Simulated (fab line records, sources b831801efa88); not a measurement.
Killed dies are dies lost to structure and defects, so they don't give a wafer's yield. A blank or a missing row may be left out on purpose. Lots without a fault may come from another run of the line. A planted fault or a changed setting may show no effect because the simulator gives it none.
Which tool did it? | flow gf180mcu | 13 lots, 39 wafers sampled, at 4 steps of a route of 602

WHAT THE GAUGES READ, wafer by wafer
GF_SAB_THK_MEAS_01. Usual: SAB_CVD_00_THK 49.9 nm, standard deviation 0.64.
lot  | measured     | on            | SAB_CVD_00_THK (nm) | flag
L114 | day 14 11:55 | film_metro-02 | 49.1 50.5 49.8      |
L116 | day 14 22:09 | film_metro-01 | 49.1 48.9 49.0      |
L117 | day 15 09:49 | film_metro-03 | 48.8 50.6 50.0      |
L122 | day 16 20:37 | film_metro-02 | 50.7 49.4 50.6      |
L123 | day 17 08:41 | film_metro-01 | 49.7 50.1 50.9      |
L124 | day 17 15:47 | film_metro-01 | 49.5 50.6 49.7      |
L125 | day 18 04:22 | film_metro-01 | 49.1 49.6 50.5      |
L126 | day 18 10:41 | film_metro-03 | 50.3 50.6 50.3      |
L127 | day 18 16:28 | film_metro-02 | 49.2 50.5 49.4      |
L129 | day 19 11:51 | film_metro-03 | 49.6 49.5 50.6      |
L130 | day 19 15:34 | film_metro-03 | 48.9 50.3 50.7      |
L131 | day 20 03:00 | film_metro-01 | 48.5 50.4 50.4      |
L134 | day 21 02:47 | film_metro-01 | 49.8 50.4 50.2      |

GF_CONTACT_THK_MEAS_01. Usual: CONTACT_CVD_00_THK 300 nm, standard deviation 3.1.
lot  | measured     | on            | CONTACT_CVD_00_THK (nm) | flag
L114 | day 15 09:49 | film_metro-02 | 299 303 294             |
L116 | day 15 20:13 | film_metro-03 | 302 299 304             |
L117 | day 16 08:26 | film_metro-02 | 293 297 297             |
L122 | day 17 18:50 | film_metro-02 | 299 300 300             |
L123 | day 18 08:57 | film_metro-04 | 299 296 297             |
L124 | day 18 16:09 | film_metro-03 | 298 301 300             |
L125 | day 19 04:56 | film_metro-04 | 300 301 301             |
L126 | day 19 11:13 | film_metro-04 | 306 303 302             |
L127 | day 19 16:55 | film_metro-02 | 292 296 298             |
L129 | day 20 13:06 | film_metro-02 | 242 243 246             | OFF
L130 | day 20 16:15 | film_metro-02 | 246 238 239             | OFF
L131 | day 21 03:46 | film_metro-02 | 296 299 299             |
L134 | day 22 03:08 | film_metro-02 | 240 242 242             | OFF

WHICH TOOL RAN EACH LOT (tool, then ch and the chambers of the sampled wafers, then the start)
lot  | GF_SALICIDE_SPUTTER_03       | GF_CONTACT_CVD_00
L114 | pvd_sputter-04, day 15 09:16 | hdpcvd-01 ch 0,1,2, day 15 09:46
L116 | pvd_sputter-02, day 15 19:40 | hdpcvd-02 ch 0,1,2, day 15 20:10
L117 | pvd_sputter-03, day 16 07:48 | hdpcvd-01 ch 0,1,2, day 16 08:24
L122 | pvd_sputter-02, day 17 18:17 | hdpcvd-02 ch 0,2, day 17 18:46
L123 | pvd_sputter-03, day 18 08:24 | hdpcvd-01 ch 0,1, day 18 08:55
L124 | pvd_sputter-03, day 18 15:35 | hdpcvd-01 ch 0,1,2, day 18 16:07
L125 | pvd_sputter-04, day 19 04:22 | hdpcvd-01 ch 0,1,2, day 19 04:52
L126 | pvd_sputter-04, day 19 10:40 | hdpcvd-02 ch 0,1,2, day 19 11:10
L127 | pvd_sputter-04, day 19 16:22 | hdpcvd-01 ch 0,2, day 19 16:52
L129 | pvd_sputter-03, day 20 12:34 | hdpcvd-02 ch 0,1,2, day 20 13:03
L130 | pvd_sputter-02, day 20 15:42 | hdpcvd-02 ch 0,2, day 20 16:12
L131 | pvd_sputter-03, day 21 03:07 | hdpcvd-01 ch 0,1, day 21 03:42
L134 | pvd_sputter-02, day 22 02:36 | hdpcvd-02 ch 0,1, day 22 03:06
- GF_SALICIDE_SPUTTER_03: material TiN, target thk 20 nm, time 16.7 s.
- GF_CONTACT_CVD_00: deposits SiO2, target thk 300 nm, time 50 s.

WHAT THE TOOLS THEMSELVES READ (means of the sampled wafers that have a number; where no wafer has one, the mark that the record gives instead)
GF_SALICIDE_SPUTTER_03. Usual: chamber_pressure_pa 0.3999 Pa, standard deviation 0.00075; throttle_valve_pct 30.2 %, standard deviation 1.
lot  | tool           | chamber_pressure_pa (Pa) | throttle_valve_pct (%) | flag
L114 | pvd_sputter-04 | 0.3994                   | 30.0                   |
L116 | pvd_sputter-02 | 0.4006                   | 30.1                   |
L117 | pvd_sputter-03 | 0.4000                   | 30.5                   |
L122 | pvd_sputter-02 | 0.3999                   | 29.7                   |
L123 | pvd_sputter-03 | 0.3990                   | 30.5                   |
L124 | pvd_sputter-03 | 0.3996                   | 30.6                   |
L125 | pvd_sputter-04 | 0.3995                   | 31.2                   |
L126 | pvd_sputter-04 | 0.3993                   | 29.9                   |
L127 | pvd_sputter-04 | 0.3995                   | 30.4                   |
L129 | pvd_sputter-03 | 0.4000                   | 30.2                   |
L130 | pvd_sputter-02 | 0.3996                   | 28.5                   |
L131 | pvd_sputter-03 | 0.3987                   | 31.2                   |
L134 | pvd_sputter-02 | 0.4008                   | 28.6                   |

GF_CONTACT_CVD_00. Usual: pressure_mtorr 5.998 mTorr, standard deviation 0.011; sih4_flow_sccm 60.00 sccm, standard deviation 0.2.
lot  | tool      | pressure_mtorr (mTorr) | sih4_flow_sccm (sccm) | flag
L114 | hdpcvd-01 | 6.007                  | 59.80                 |
L116 | hdpcvd-02 | 6.003                  | 60.02                 |
L117 | hdpcvd-01 | 6.003                  | 60.00                 |
L122 | hdpcvd-02 | 6.004                  | 60.02                 |
L123 | hdpcvd-01 | 6.003                  | 60.20                 |
L124 | hdpcvd-01 | 5.998                  | 60.08                 |
L125 | hdpcvd-01 | 6.006                  | 59.83                 |
L126 | hdpcvd-02 | 5.992                  | 59.79                 |
L127 | hdpcvd-01 | 6.006                  | 60.15                 |
L129 | hdpcvd-02 | 6.002                  | 47.97                 | OFF
L130 | hdpcvd-02 | 5.998                  | 47.82                 | OFF
L131 | hdpcvd-01 | 6.001                  | 60.06                 |
L134 | hdpcvd-02 | 5.997                  | 47.96                 | OFF

THE ANSWER, worked out from the rows above alone
Rule: a lot is off if the mean of its wafers that have a number lies more than 3 standard deviations from the usual mean. A lot without any number at a reading at which 4 lots or more have one is off too. The other lots that the step has rows for count as sound. The gauges are gone through in route order, then the tools' own readings, and for those a lot's mean is taken as printed above. The first step at which some lot is off is used, and at that step the reading that is off furthest; a lot without a number counts as furthest.
Off: L129, L130, L134, at GF_CONTACT_THK_MEAS_01 (CONTACT_CVD_00_THK).
A tool fits if, at a process step before that reading, it ran every lot that is off, and no sound lot after the first of them. The gauges at GF_CONTACT_THK_MEAS_01 aren't tried: what is off there is off at GF_CONTACT_CVD_00 too, on other tools, and a gauge's error can't cause that. One fits: hdpcvd-02 at GF_CONTACT_CVD_00. Its last sound lot is L126 (day 19 11:10), its first lot that is off L129 (day 20 13:03): a fault that began between those two fits.
The tool's own readings at GF_CONTACT_CVD_00 bear it out: on the lots that are off they differ by more than 5 times the standard deviation of the sound lots' means. sih4_flow_sccm reads 47.92 sccm there against 59.99 sccm on the sound lots.

WHAT THE SIMULATOR HAD PUT IN
Process parameter drift: hdpcvd-02, from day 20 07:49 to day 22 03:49, at GF_CONTACT_CVD_00. Setting sih4_flow_sccm, moved by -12, from 60. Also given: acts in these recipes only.
Lots struck among those shown: L129, L130, L134. The rule above found the same.
